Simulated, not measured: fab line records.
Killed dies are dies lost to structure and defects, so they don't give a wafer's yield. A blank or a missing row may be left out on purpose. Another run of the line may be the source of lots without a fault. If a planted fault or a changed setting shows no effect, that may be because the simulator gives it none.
Which of the tools did it? + flow sky130 + 36 wafers from 12 lots sampled at 4 of the route's 708 steps

## WHAT THE GAUGES SHOWED, per wafer
SKY_PASSIVATION_THK_MEAS_01.
| lot  | measured     | on            | PASSIVATION_CVD_00_THK (nm) |
|------|--------------|---------------|-----------------------------|
| L586 | day 44 08:11 | film_metro-03 | 91.1 91.4 91.0              |
| L587 | day 45 05:13 | film_metro-02 | 88.4 89.5 92.1              |
| L588 | day 45 05:31 | film_metro-04 | 91.4 90.4 91.9              |
| L590 | day 45 06:08 | film_metro-02 | 92.4 92.8 90.8              |
| L589 | day 45 16:09 | film_metro-04 | 93.3 92.9 91.6              |
| L592 | day 47 13:00 | film_metro-04 | 91.3 92.2 93.3              |
| L596 | day 47 13:54 | film_metro-03 | 90.2 90.5 90.9              |
| L594 | day 47 18:04 | film_metro-03 | 89.5 90.4 91.5              |
| L599 | day 47 17:55 | film_metro-04 | 89.1 88.0 88.2              |
| L600 | day 47 19:37 | film_metro-03 | 91.3 89.8 94.0              |
| L604 | day 48 18:11 | film_metro-03 | 88.1 90.5 90.5              |
| L607 | day 49 07:52 | film_metro-03 | 89.2 90.7 91.6              |

SKY_PASSIVATION_THK_MEAS_03.
| lot  | measured     | on            | PASSIVATION_CVD_02_THK (nm) |
|------|--------------|---------------|-----------------------------|
| L586 | day 44 08:28 | film_metro-03 | 530 542 542                 |
| L587 | day 45 05:29 | film_metro-03 | 537 547 543                 |
| L588 | day 45 05:47 | film_metro-04 | 533 541 543                 |
| L590 | day 45 06:25 | film_metro-03 | 533 542 536                 |
| L589 | day 45 16:26 | film_metro-02 | 540 539 543                 |
| L592 | day 47 13:17 | film_metro-02 | 529 538 539                 |
| L596 | day 47 14:11 | film_metro-04 | 537 549 551                 |
| L594 | day 47 18:21 | film_metro-04 | 528 529 533                 |
| L599 | day 47 18:12 | film_metro-02 | 529 524 532                 |
| L600 | day 47 19:54 | film_metro-02 | 541 529 549                 |
| L604 | day 48 18:28 | film_metro-04 | 540 532 545                 |
| L607 | day 49 08:09 | film_metro-03 | 538 547 553                 |

## WHICH TOOL RAN EACH LOT (tool, then ch and the chambers of the sampled wafers, then the start)
| lot  | SKY_VIA3_SPUTTER_20          | SKY_PASSIVATION_CVD_00          |
|------|------------------------------|---------------------------------|
| L586 | pvd_sputter-03, day 40 04:12 | pecvd-03 ch 0, day 44 08:10     |
| L587 | pvd_sputter-04, day 41 02:16 | pecvd-03 ch 0,1,2, day 45 05:11 |
| L588 | pvd_sputter-01, day 41 02:56 | pecvd-01 ch 1,2, day 45 05:29   |
| L590 | pvd_sputter-01, day 41 05:34 | pecvd-02 ch 0,1,2, day 45 06:07 |
| L589 | pvd_sputter-03, day 41 14:58 | pecvd-02 ch 1,2, day 45 16:07   |
| L592 | pvd_sputter-01, day 43 17:34 | pecvd-03 ch 0,2, day 47 12:58   |
| L596 | pvd_sputter-01, day 43 18:48 | pecvd-02 ch 1,2, day 47 13:52   |
| L594 | pvd_sputter-04, day 43 22:43 | pecvd-02 ch 0,2, day 47 18:02   |
| L599 | pvd_sputter-01, day 43 22:43 | pecvd-01 ch 0,1,2, day 47 17:53 |
| L600 | pvd_sputter-01, day 44 00:41 | pecvd-02 ch 0,1,2, day 47 19:36 |
| L604 | pvd_sputter-03, day 45 01:30 | pecvd-01 ch 0,2, day 48 18:09   |
| L607 | pvd_sputter-04, day 45 17:59 | pecvd-01 ch 0,1,2, day 49 07:49 |
- SKY_VIA3_SPUTTER_20: material TiN, target thk 20 nm, time 80 s.
- SKY_PASSIVATION_CVD_00: deposits SiO2, target thk 90 nm.

## AS READ BY THE TOOLS THEMSELVES (means over the sampled wafers that have a number; for cases with no such wafer, the mark the record gives instead)
SKY_VIA3_SPUTTER_20.
| lot  | tool           | throttle_valve_pct (%) |
|------|----------------|------------------------|
| L586 | pvd_sputter-03 | 30.6                   |
| L587 | pvd_sputter-04 | 29.7                   |
| L588 | pvd_sputter-01 | 29.2                   |
| L590 | pvd_sputter-01 | 29.3                   |
| L589 | pvd_sputter-03 | 30.1                   |
| L592 | pvd_sputter-01 | 29.0                   |
| L596 | pvd_sputter-01 | 28.5                   |
| L594 | pvd_sputter-04 | 29.5                   |
| L599 | pvd_sputter-01 | 29.1                   |
| L600 | pvd_sputter-01 | 28.6                   |
| L604 | pvd_sputter-03 | 30.8                   |
| L607 | pvd_sputter-04 | 29.6                   |

SKY_PASSIVATION_CVD_00.
| lot  | tool     | heater_power_w (W) |
|------|----------|--------------------|
| L586 | pecvd-03 | 632                |
| L587 | pecvd-03 | 620                |
| L588 | pecvd-01 | 607                |
| L590 | pecvd-02 | 600                |
| L589 | pecvd-02 | 588                |
| L592 | pecvd-03 | 532                |
| L596 | pecvd-02 | 574                |
| L594 | pecvd-02 | 531                |
| L599 | pecvd-01 | 628                |
| L600 | pecvd-02 | 567                |
| L604 | pecvd-01 | 564                |
| L607 | pecvd-01 | 653                |

## THE ANSWER, worked out from the rows above alone
Rule: what is usual is taken from the lots themselves. Put in order of their means at a reading, lots are off if they are a third of the lots or fewer, leave a main group of 4 or more, and stand apart from it by a gap of 3 or more times the standard deviation of the main group's means; of several such gaps the widest counts. A main group is skipped when, at the precision printed for the reading in the tables above, its means are all equal. Also off: a lot with no number at a reading for which 4 or more lots have one. All remaining lots with rows at the step are treated as sound. After the gauges, taken in route order, come the tools' own readings; for these a lot's mean is taken, as printed above. The first step at which some lot is off is used, and at that step the reading that is off furthest; a lot without a number counts as furthest.
None of the lots is off at any reading shown; this tells nothing.

## WHAT THE SIMULATOR HAD INSERTED
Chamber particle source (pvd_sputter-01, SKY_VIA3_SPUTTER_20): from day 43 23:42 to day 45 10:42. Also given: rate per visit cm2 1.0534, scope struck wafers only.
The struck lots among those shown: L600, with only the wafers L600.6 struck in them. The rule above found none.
